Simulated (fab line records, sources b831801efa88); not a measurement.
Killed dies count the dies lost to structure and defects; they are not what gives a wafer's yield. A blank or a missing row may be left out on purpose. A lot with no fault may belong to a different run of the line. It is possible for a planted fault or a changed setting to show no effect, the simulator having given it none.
Tool commonality check | flow sfqLine | Lots sampled 14, wafers sampled 42

== WHY THIS WAS OPENED ==
At SFQ_M2_RS_MEAS_914 the reading M2_NB_RS is flagged on 2 of 14 lots. Wafers without a fault read 0.893 ohm/sq, standard deviation 0.0073.
Rule: flag the lot when none of its wafers has a number, or when each of its wafers that has one lies beyond 4 standard deviations from that mean. As for the other lots, they are considered sound.

lot  | measured     | on           | M2_NB_RS (ohm/sq), wafer by wafer | flag
L876 | day 31 00:37 | filmMetro-01 | 0.894 0.898 0.896                 | 
L877 | day 31 09:01 | filmMetro-02 | 0.905 0.898 0.890                 | 
L878 | day 32 04:32 | filmMetro-01 | 0.894 0.895 0.892                 | 
L879 | day 32 15:47 | filmMetro-04 | 0.879 0.881 0.885                 | 
L881 | day 33 19:04 | filmMetro-01 | 0.901 0.890 0.904                 | 
L882 | day 34 09:41 | filmMetro-01 | 0.882 0.872 0.889                 | 
L888 | day 36 12:21 | filmMetro-04 | 3.012 2.970 3.063                 | FLAGGED
L889 | day 36 19:33 | filmMetro-01 | 3.049 2.907 3.033                 | FLAGGED
L891 | day 37 01:34 | filmMetro-04 | 0.889 0.888 0.889                 | 
L894 | day 38 22:44 | filmMetro-01 | 0.889 0.886 0.895                 | 
L895 | day 39 08:20 | filmMetro-01 | 0.900 0.889 0.887                 | 
L897 | day 40 01:59 | filmMetro-04 | 0.898 0.898 0.900                 | 
L898 | day 40 09:49 | filmMetro-02 | 0.901 0.898 0.903                 | 
L899 | day 40 14:05 | filmMetro-01 | 0.890 0.901 0.897                 | 
Flagged lots average 3.006 ohm/sq: +2.113 ohm/sq relative to the usual, that is +99 or more standard deviations.

== EACH LOT AND THE TOOL IT RAN ON ==
The record keeps 1 process step preceding the reading, out of 325 steps on the route. In each cell: the tool, then ch and the chambers that the sampled wafers went through, then the start.
lot  | flag    | SFQ_TRILAYER_M2_DEP_SPUTTER_055
L876 |         | pvdSputter-04, day 31 00:32
L877 |         | pvdSputter-04, day 31 08:56
L878 |         | pvdSputter-04, day 32 04:26
L879 |         | pvdSputter-04, day 32 15:42
L881 |         | pvdSputter-03, day 33 18:59
L882 |         | pvdSputter-03, day 34 09:34
L888 | FLAGGED | pvdSputter-03, day 36 12:16
L889 | FLAGGED | pvdSputter-03, day 36 19:28
L891 |         | pvdSputter-05, day 37 01:29
L894 |         | pvdSputter-05, day 38 22:39
L895 |         | pvdSputter-03, day 39 08:15
L897 |         | pvdSputter-03, day 40 01:52
L898 |         | pvdSputter-04, day 40 09:40
L899 |         | pvdSputter-05, day 40 13:59
What is done by these steps:
- SFQ_TRILAYER_M2_DEP_SPUTTER_055: material Nb, target thk 200 nm, time 133.3 s.
- SFQ_M2_RS_MEAS_914: measures by four-point-probe.

== FLAGGED OVER TOTAL, TOOL BY TOOL (the gauges that took the reading come last) ==
step                            | tool          | lots run | flagged | share of the flagged lots | sound lots run after its first flagged lot
SFQ_TRILAYER_M2_DEP_SPUTTER_055 | pvdSputter-03 | 6        | 2       | all                       | 2 (L895,L897)
SFQ_TRILAYER_M2_DEP_SPUTTER_055 | pvdSputter-04 | 5        | 0       | none                      | -
SFQ_TRILAYER_M2_DEP_SPUTTER_055 | pvdSputter-05 | 3        | 0       | none                      | -
SFQ_M2_RS_MEAS_914              | filmMetro-01  | 8        | 1       | some                      | 3 (L894,L895,L899)
SFQ_M2_RS_MEAS_914              | filmMetro-02  | 2        | 0       | none                      | -
SFQ_M2_RS_MEAS_914              | filmMetro-04  | 4        | 1       | some                      | 2 (L891,L897)

== THE TABLE: WHAT IT ALLOWS ==
In the table, 1 row covers all flagged lots: pvdSputter-03 at SFQ_TRILAYER_M2_DEP_SPUTTER_055.
- pvdSputter-03 at SFQ_TRILAYER_M2_DEP_SPUTTER_055 ran 6 lots, 2 of them flagged. Sound lots followed the first flagged one (L895, L897) on it, something a lasting fault affecting the whole tool could not allow.
No row of the table ran every flagged lot and no sound lot after the first.

== WHAT HAD BEEN PUT IN BY THE SIMULATOR ==
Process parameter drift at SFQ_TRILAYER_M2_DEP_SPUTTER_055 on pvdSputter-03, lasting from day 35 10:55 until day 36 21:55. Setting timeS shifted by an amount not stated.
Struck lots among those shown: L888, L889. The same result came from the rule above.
